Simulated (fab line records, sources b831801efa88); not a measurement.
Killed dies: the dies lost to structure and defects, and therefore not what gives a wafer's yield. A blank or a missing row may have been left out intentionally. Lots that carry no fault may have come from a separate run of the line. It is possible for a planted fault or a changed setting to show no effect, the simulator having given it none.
Matching of chambers / flow gf180mcu / cmp-01 running GF_V1_CMP_26: 4 sister chambers
The step polishes, stops on SiO2, t overpolish 15 s, target thk 0 nm. 8 wafers are shown with their chamber, then 7 later ones without.

## EACH WAFER AND ITS CHAMBER
wafer=L207.2; chamber=3; motor-current-A (A)=12.1; time-to-endpoint-s (s)=90
wafer=L207.3; chamber=0; motor-current-A (A)=11.7; time-to-endpoint-s (s)=89
wafer=L207.4; chamber=2; motor-current-A (A)=10.7; time-to-endpoint-s (s)=77
wafer=L209.6; chamber=2; motor-current-A (A)=10.0; time-to-endpoint-s (s)=75
wafer=L212.5; chamber=0; motor-current-A (A)=11.7; time-to-endpoint-s (s)=75
wafer=L212.6; chamber=1; motor-current-A (A)=11.3; time-to-endpoint-s (s)=77
wafer=L215.2; chamber=1; motor-current-A (A)=11.2; time-to-endpoint-s (s)=81
wafer=L215.4; chamber=3; motor-current-A (A)=12.8; time-to-endpoint-s (s)=87

## WAFERS WITHOUT THEIR CHAMBER
wafer=L215.5; motor-current-A (A)=10.8; time-to-endpoint-s (s)=83
wafer=L218.1; motor-current-A (A)=10.6; time-to-endpoint-s (s)=74
wafer=L218.3; motor-current-A (A)=12.3; time-to-endpoint-s (s)=87
wafer=L218.4; motor-current-A (A)=11.2; time-to-endpoint-s (s)=81
wafer=L221.1; motor-current-A (A)=11.9; time-to-endpoint-s (s)=82
wafer=L221.3; motor-current-A (A)=10.4; time-to-endpoint-s (s)=78
wafer=L221.5; motor-current-A (A)=11.5; time-to-endpoint-s (s)=89

## WHICH CHAMBER EACH ONE RAN IN
wafer=L215.5; from the rows above=can't be placed: 1 or 2 or 0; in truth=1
wafer=L218.1; from the rows above=can't be placed: 2 or 1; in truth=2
wafer=L218.3; from the rows above=can't be placed: 3 or 0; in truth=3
wafer=L218.4; from the rows above=can't be placed: 1 or 0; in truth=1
wafer=L221.1; from the rows above=can't be placed: 0 or 1 or 3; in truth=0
wafer=L221.3; from the rows above=2; in truth=2
wafer=L221.5; from the rows above=can't be placed: 0 or 1 or 3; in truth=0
Correct placement for 1 of the 7. These rows do not allow placing 6 (true chamber among the candidates in 6). 0 placed wrongly.
How it was worked out, from the rows above alone: a wafer's distance from a chamber is the root of the sum, over the readings, of the square of ((its reading less the chamber's mean) divided by the reading's scatter). If the next closest chamber is less than 2 further off than the closest, the wafer can't be placed; otherwise it belongs to the closest. Each chamber's mean is taken over the wafers shown for it. The scatter: take each reading less its chamber's mean, square it, sum over the shown wafers, divide by the number of wafers less the number of chambers, and take the root.
